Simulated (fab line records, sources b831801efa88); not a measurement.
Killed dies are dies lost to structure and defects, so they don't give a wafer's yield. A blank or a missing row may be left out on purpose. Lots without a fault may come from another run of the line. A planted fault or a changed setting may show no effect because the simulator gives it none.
Chamber matching | flow gf180mcu | GF_SAB_ETCH_11 on rie_diel-04: 4 sister chambers
The step etches SiO2 in C4F8/O2/Ar, target depth 55 nm, time 8.5 s. 18 wafers are shown with their chamber, then 9 later ones without.

WAFERS WITH THEIR CHAMBER
wafer  | chamber | oes_product_au (a.u.)
L074.2 | 3       | 1.017
L074.3 | 2       | 0.979
L074.5 | 2       | 0.983
L076.1 | 0       | 0.987
L076.4 | 2       | 0.988
L076.6 | 3       | 1.026
L080.4 | 1       | 0.981
L080.5 | 0       | 0.975
L080.6 | 3       | 1.016
L083.1 | 2       | 0.990
L083.4 | 0       | 0.973
L083.5 | 3       | 1.013
L089.4 | 0       | 0.975
L089.5 | 0       | 0.987
L089.6 | 3       | 1.007
L090.3 | 2       | 1.003
L090.5 | 1       | 0.982
L090.6 | 0       | 0.981

SIGNATURES (means of the wafers above)
reading        | chamber 0 | chamber 1 | chamber 2 | chamber 3 | scatter within a chamber
oes_product_au | 0.97967   | 0.98150   | 0.98860   | 1.01580   | 0.00718
Rule: a wafer's distance from a chamber is the root of the sum, over the readings, of the square of ((its reading less the chamber's mean) divided by the reading's scatter). The wafer belongs to the nearest chamber; if the next one is less than 2 further off, it can't be placed. The scatter: the root of (the sum of the squares of (reading less its chamber's mean) over the shown wafers, divided by (wafers less chambers)).

WAFERS WITHOUT THEIR CHAMBER
wafer  | oes_product_au (a.u.)
L093.1 | 0.994
L093.3 | 1.007
L093.4 | 0.971
L094.3 | 1.004
L094.4 | 0.995
L094.5 | 0.982
L095.1 | 0.968
L095.5 | 0.987
L095.6 | 0.998

WHICH CHAMBER EACH WENT THROUGH
wafer  | from the rows above               | in truth
L093.1 | can't be placed: 2 or 1 or 0      | 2
L093.3 | can't be placed: 3 or 2           | 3
L093.4 | can't be placed: 0 or 1 or 2      | 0
L094.3 | can't be placed: 3 or 2 or 1 or 0 | 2
L094.4 | can't be placed: 2 or 1 or 0      | 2
L094.5 | can't be placed: 1 or 0 or 2      | 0
L095.1 | can't be placed: 0 or 1 or 2      | 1
L095.5 | can't be placed: 2 or 1 or 0      | 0
L095.6 | can't be placed: 2 or 1 or 3 or 0 | 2
Placed correctly: 0 of 9. Can't be placed from these rows: 9 (the true chamber is among the candidates in 9). Placed wrongly: 0.
